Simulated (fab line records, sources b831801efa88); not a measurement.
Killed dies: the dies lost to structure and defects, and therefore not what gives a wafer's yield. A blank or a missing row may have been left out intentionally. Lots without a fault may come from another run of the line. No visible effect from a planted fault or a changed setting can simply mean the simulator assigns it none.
Which tool was responsible? || flow sky130 || route of 708 steps, sampled at 1 step: 6 lots, 18 wafers

## WHAT THE GAUGES SHOWED, per wafer
SKY_GATE_OXIDE_OVL_MEAS_10.
{"lot": "L853", "measured": "day 14 10:56", "on": "overlay-02", "GATE_OXIDE_OVL (nm)": "-1.3 -0.8 -0.9"}
{"lot": "L855", "measured": "day 15 06:44", "on": "overlay-02", "GATE_OXIDE_OVL (nm)": "-1.1 -0.6 -0.2"}
{"lot": "L858", "measured": "day 16 01:40", "on": "overlay-02", "GATE_OXIDE_OVL (nm)": "-2.7 -2.0 -1.1"}
{"lot": "L865", "measured": "day 18 21:15", "on": "overlay-01", "GATE_OXIDE_OVL (nm)": "-1.3 -3.3 -1.3"}
{"lot": "L868", "measured": "day 19 16:31", "on": "overlay-01", "GATE_OXIDE_OVL (nm)": "-0.6 -1.6 0.6"}
{"lot": "L871", "measured": "day 20 19:04", "on": "overlay-01", "GATE_OXIDE_OVL (nm)": "-0.7 -3.9 -4.6"}

## EACH LOT AND THE TOOL THAT RAN IT (in order: tool; ch and the chambers of the sampled wafers; start)
No process step before these readings appears in the record.

## THE ANSWER, worked out from the rows above alone
Rule: usual is defined by the lots themselves. Put in order of their means at a reading, lots are off if they are a third of the lots or fewer, leave a main group of 4 or more, and stand apart from it by a gap of 3 or more times the standard deviation of the main group's means; of several such gaps the widest counts. Not used: any main group whose means are identical at the precision the tables above print for the reading. Also off: a lot with no number at a reading for which 4 or more lots have one. The other lots that the step has rows for count as sound.
No lot is off at any reading shown: from this, nothing can be told.

## WHAT THE SIMULATOR HAD INSERTED
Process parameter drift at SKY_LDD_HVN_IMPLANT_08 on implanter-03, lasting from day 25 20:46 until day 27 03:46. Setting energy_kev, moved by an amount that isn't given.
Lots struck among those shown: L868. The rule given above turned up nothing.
